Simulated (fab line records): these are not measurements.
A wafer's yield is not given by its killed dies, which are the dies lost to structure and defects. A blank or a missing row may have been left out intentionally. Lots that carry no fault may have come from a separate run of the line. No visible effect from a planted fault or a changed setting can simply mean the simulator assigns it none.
2 desks, one fault -- flow gf180mcu -- each desk holds nothing but its own numbers, with what lay behind them at the end

TOOL OWNER'S DESK, lpcvd-01
The tool's own readings at GF_POLY_GATE_CVD_00 (deposits poly-Si, target thk 200 nm, time 1200 s): means of the sampled wafers that have a number, for each lot that ran on this tool. The brackets show how far a lot's mean lies from the usual mean; more than 4 standard deviations puts the lot out of limits, marked OUT.
Columns: A = spike_tc_centre_C at GF_POLY_GATE_CVD_00, usual 620.6 C; B = spike_tc_lower_C at GF_POLY_GATE_CVD_00, usual 620.6 C; C = spike_tc_top_C at GF_POLY_GATE_CVD_00, usual 637.4 C; D = spike_tc_upper_C at GF_POLY_GATE_CVD_00, usual 619.9 C; E = susceptor_temp_C at GF_POLY_GATE_CVD_00, usual 620.0 C
lot,first seen here,A,B,C,D,E
L300,day 8 20:12,620.5,621.3,635.3,619.6,620.0
L301,day 9 00:10,620.7,622.5,635.7,619.9,619.8
L304,day 9 22:10,621.7,621.2,635.9,619.6,620.1
L305,day 10 07:13,620.4,622.0,637.3,620.4,620.6
L306,day 10 16:53,621.0,621.5,638.1,619.4,620.4
L311,day 11 23:04,621.6,621.1,636.9,619.0,620.0
L313,day 12 18:18,620.3,621.1,635.6,618.3,619.7
L315,day 13 03:35,626.2,625.7 (+4.6) OUT,640.6,624.0,624.5 (+15) OUT
L316,day 13 12:01,625.4,625.3 (+4.3) OUT,643.4 (+4.0) OUT,624.7,624.2 (+14) OUT
L317,day 13 21:25,625.8,624.9,643.2,625.4 (+4.6) OUT,624.1 (+14) OUT
Finding of this desk: L315, L316, L317 out of limits; the first was L315 at day 13 03:35, on spike_tc_lower_C at GF_POLY_GATE_CVD_00. Within limits: L300, L301, L304, L305, L306, L311, L313.

FROM THE METROLOGY DESK
What the gauges read, lot by lot, whatever tool the lot ran on: means of the sampled wafers that have a number. The brackets show how far a lot's mean lies from the usual mean; more than 4 standard deviations puts the lot out of limits, marked OUT.
Columns: A = VT_IMPLANT_03_OVL at GF_VT_IMPLANT_OVL_MEAS_40, usual 1.3 nm; B = POLY_GATE_CVD_00_THK at GF_POLY_GATE_THK_MEAS_01, usual 200.2 nm; C = cd_nm at GF_POLY_GATE_CD_MEAS_18, usual 280.6 nm
lot,first seen here,A,B,C
L300,day 7 21:50,2.6,202.6,279.6
L301,day 8 01:11,2.4,205.8,280.6
L303,day 8 14:41,1.5,197.6,280.7
L304,day 8 21:19,1.3,201.9,279.6
L305,day 9 04:48,1.7,202.2,278.7
L306,day 9 11:26,0.8,200.7,280.6
L308,day 10 10:02,2.0,199.2,278.1
L309,day 10 12:14,0.9,198.5,279.8
L311,day 11 00:09,-0.3,200.1,281.3
L313,day 11 14:03,0.8,199.8,280.7
L315,day 11 23:20,0.5,222.8 (+11) OUT,281.5
L316,day 12 06:06,1.4,222.8 (+11) OUT,282.5
L317,day 12 14:23,1.7,219.4 (+9.2) OUT,283.4
This desk reports L315, L316, L317 out of limits; the earliest was L315 at day 13 04:57 (POLY_GATE_CVD_00_THK at GF_POLY_GATE_THK_MEAS_01). Within limits: L300, L301, L303, L304, L305, L306, L308, L309, L311, L313.

BROUGHT TOGETHER
At day 13 03:35, on L315, L316, L317, the tool owner's desk was in a position to raise an alarm.
At day 13 04:57 the metrology desk could have sounded an alarm, on L315, L316, L317.
GF_POLY_GATE_CVD_00 was run on lpcvd-01 by each of the lots named.

WHAT WAS PUT IN BY THE SIMULATOR
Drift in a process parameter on lpcvd-01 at GF_POLY_GATE_CVD_00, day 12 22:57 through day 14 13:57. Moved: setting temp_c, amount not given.
Shown lots that were struck: L315, L316, L317.
Delay (hours) between the fault's onset and each desk's first out-of-limits reading: 5 at the tool owner's desk, 6 at the metrology desk.
